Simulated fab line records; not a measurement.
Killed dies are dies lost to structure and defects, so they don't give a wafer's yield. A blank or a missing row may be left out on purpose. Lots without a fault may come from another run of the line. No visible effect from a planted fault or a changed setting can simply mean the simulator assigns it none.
Which tool was responsible?    flow sky130    7 lots, 21 wafers sampled, at 2 steps of a route of 708

WHAT THE GAUGES READ, wafer by wafer
SKY_LDD_P_TW_MEAS_11.
lot   measured      on            LDD_P_TW
L866  day 21 02:21  filmMetro-01  638.6 638.5 637.6
L868  day 21 20:38  filmMetro-02  577.5 577.8 573.1
L876  day 24 12:28  filmMetro-01  632.9 636.6 632.9
L878  day 25 07:29  filmMetro-01  644.0 643.8 647.0
L880  day 25 20:51  filmMetro-02  630.6 638.0 632.1
L883  day 27 00:01  filmMetro-01  640.1 642.2 637.3
L884  day 27 07:52  filmMetro-02  637.4 632.8 637.7

EACH LOT AND THE TOOL THAT RAN IT (in order: tool; ch and the chambers of the sampled wafers; start)
lot   SKY_LDD_P_IMPLANT_09
L866  implanter-03 ch 0, day 21 02:09
L868  implanter-03 ch 0, day 21 20:23
L876  implanter-04 ch 0, day 24 12:13
L878  implanter-03 ch 0, day 25 07:14
L880  implanter-04 ch 0, day 25 20:38
L883  implanter-04 ch 0, day 26 23:46
L884  implanter-03 ch 0, day 27 07:37
- SKY_LDD_P_IMPLANT_09

THE ANSWER, worked out from the rows above alone
Rule: the usual values come from the lots themselves. Put in order of their means at a reading, lots are off if they are a third of the lots or fewer, leave a main group of 4 or more, and stand apart from it by a gap of 3 or more times the standard deviation of the main group's means; of several such gaps the widest counts. The tables above print the reading to a certain number of digits; a main group whose means all agree to those digits is not used. A lot without any number at a reading at which 4 lots or more have one is off too. Where the step has rows for the other lots, those lots are counted as sound.
Off: L868, at SKY_LDD_P_TW_MEAS_11 (LDD_P_TW). The main group: mean 637.8, standard deviation 3.9.
If a tool, at a process step before that reading, ran all the lots that are off and no sound lot after the first of them, it fits. The gauges at SKY_LDD_P_TW_MEAS_11 are tried like those tools. Not one of the candidates tried fits.

WHAT THE SIMULATOR HAD PUT IN
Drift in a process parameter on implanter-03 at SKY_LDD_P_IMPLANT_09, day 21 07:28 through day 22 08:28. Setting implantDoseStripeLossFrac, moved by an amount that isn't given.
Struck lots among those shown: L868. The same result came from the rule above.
